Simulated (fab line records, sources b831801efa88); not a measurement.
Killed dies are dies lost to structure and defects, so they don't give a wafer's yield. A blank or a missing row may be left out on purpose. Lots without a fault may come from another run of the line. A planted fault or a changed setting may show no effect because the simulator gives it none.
Which tool did it? | flow sky130 | 12 lots, 36 wafers sampled, at 4 steps of a route of 708

WHAT THE GAUGES READ, wafer by wafer
SKY_LDD_N_OVL_MEAS_07.
lot  | measured     | on         | LDD_N_OVL (nm)
L104 | day 17 11:23 | overlay-01 | 0.0 1.0 0.5
L105 | day 17 22:38 | overlay-01 | -0.2 0.1 -0.1
L106 | day 18 21:36 | overlay-02 | 0.1 1.4 -0.2
L112 | day 20 23:43 | overlay-01 | -2.0 -1.2 0.7
L117 | day 22 18:46 | overlay-01 | -0.2 0.2 -0.2
L118 | day 23 04:46 | overlay-02 | 0.2 -0.4 0.0
L120 | day 23 16:01 | overlay-01 | -2.3 -1.6 -3.3
L122 | day 24 07:22 | overlay-01 | 0.7 1.3 -0.4
L123 | day 24 17:28 | overlay-01 | 1.3 -0.9 -0.1
L125 | day 25 03:29 | overlay-02 | -2.9 -1.9 -1.9
L126 | day 25 15:58 | overlay-01 | 0.0 0.9 1.4
L127 | day 26 02:09 | overlay-01 | -1.1 -0.7 -1.1

SKY_LDD_P_TW_MEAS_11.
lot  | measured     | on            | LDD_P_TW
L104 | day 18 19:17 | film_metro-04 | 640.5 636.8 637.8
L105 | day 19 06:17 | film_metro-04 | 641.0 637.4 644.1
L106 | day 20 06:50 | film_metro-04 | 638.7 638.4 648.2
L112 | day 22 08:08 | film_metro-01 | 637.9 637.6 637.1
L117 | day 24 01:57 | film_metro-01 | 635.9 637.4 636.8
L118 | day 24 12:19 | film_metro-02 | 642.4 640.8 640.1
L120 | day 24 23:36 | film_metro-01 | 636.0 638.9 635.7
L122 | day 25 14:32 | film_metro-01 | 639.4 639.4 641.8
L123 | day 26 00:29 | film_metro-01 | 639.1 640.6 638.2
L125 | day 26 11:32 | film_metro-02 | 642.7 642.7 637.1
L126 | day 26 22:52 | film_metro-04 | 638.4 639.4 637.9
L127 | day 27 09:28 | film_metro-04 | 636.7 636.3 636.6

SKY_LDD_LDN_TW_MEAS_13.
lot  | measured     | on            | LDD_LDN_TW
L104 | day 22 17:22 | film_metro-02 | 1499 1487 1504
L105 | day 23 04:46 | film_metro-03 | 1464 1464 1467
L106 | day 24 04:03 | film_metro-03 | 1459 1476 1474
L112 | day 26 02:50 | film_metro-02 | 1451 1447 1445
L117 | day 27 18:44 | film_metro-03 | 1415 1415 1422 1418 1410 1414
L118 | day 28 05:19 | film_metro-03 | 1477 1461 1467
L120 | day 28 15:16 | film_metro-03 | 1460 1468 1465
L122 | day 29 06:07 | film_metro-04 | 1489 1481 1482
L123 | day 29 15:25 | film_metro-04 | 1487 1485 1486
L125 | day 30 02:13 | film_metro-04 | 1481 1482 1492
L126 | day 30 12:28 | film_metro-02 | 1476 1470 1487
L127 | day 30 22:39 | film_metro-02 | 1475 1485 1483

WHICH TOOL RAN EACH LOT (tool, then ch and the chambers of the sampled wafers, then the start)
lot  | SKY_LDD_LDN_IMPLANT_11
L104 | implanter-02 ch 0, day 22 17:09
L105 | implanter-03 ch 0, day 23 04:32
L106 | implanter-02 ch 0, day 24 03:48
L112 | implanter-03 ch 0, day 26 02:37
L117 | implanter-03 ch 0, day 27 18:29
L118 | implanter-01 ch 0, day 28 05:04
L120 | implanter-01 ch 0, day 28 15:01
L122 | implanter-01 ch 0, day 29 05:52
L123 | implanter-01 ch 0, day 29 15:10
L125 | implanter-03 ch 0, day 30 01:58
L126 | implanter-01 ch 0, day 30 12:13
L127 | implanter-01 ch 0, day 30 22:24
- SKY_LDD_LDN_IMPLANT_11

WHAT THE TOOLS THEMSELVES READ (means of the sampled wafers that have a number; where no wafer has one, the mark that the record gives instead)
SKY_LDD_LDN_IMPLANT_11.
lot  | tool         | dose_ions_cm2 | faraday_current_uA
L104 | implanter-02 | 1.2507e+13    | 70.4
L105 | implanter-03 | 1.2498e+13    | 69.9
L106 | implanter-02 | 1.2486e+13    | 70.4
L112 | implanter-03 | 7.4720e+12    | 42.8
L117 | implanter-03 | 7.5017e+12    | 42.7
L118 | implanter-01 | 1.2516e+13    | 71.1
L120 | implanter-01 | 1.2492e+13    | 71.1
L122 | implanter-01 | 1.2488e+13    | 69.9
L123 | implanter-01 | 1.2493e+13    | 69.2
L125 | implanter-03 | 1.2499e+13    | 70.9
L126 | implanter-01 | 1.2508e+13    | 68.7
L127 | implanter-01 | 1.2507e+13    | 70.6

THE ANSWER, worked out from the rows above alone
Rule: what is usual is taken from the lots themselves. Put in order of their means at a reading, lots are off if they are a third of the lots or fewer, leave a main group of 4 or more, and stand apart from it by a gap of 3 or more times the standard deviation of the main group's means; of several such gaps the widest counts. A main group whose means are all the same, to the digits that the tables above print for the reading, isn't used. A lot without any number at a reading at which 4 lots or more have one is off too. The other lots that the step has rows for count as sound. The gauges are gone through in route order, then the tools' own readings, and for those a lot's mean is taken as printed above. The first step at which some lot is off is used, and at that step the reading that is off furthest; a lot without a number counts as furthest.
Off: L112, L117, at SKY_LDD_LDN_IMPLANT_11 (dose_ions_cm2). The main group: mean 1.2499e+13, standard deviation 9.3e+09.
A tool fits if, at that step or a process step before it, it ran every lot that is off, and no sound lot after the first of them. None of those tried fits.

WHAT THE SIMULATOR HAD PUT IN
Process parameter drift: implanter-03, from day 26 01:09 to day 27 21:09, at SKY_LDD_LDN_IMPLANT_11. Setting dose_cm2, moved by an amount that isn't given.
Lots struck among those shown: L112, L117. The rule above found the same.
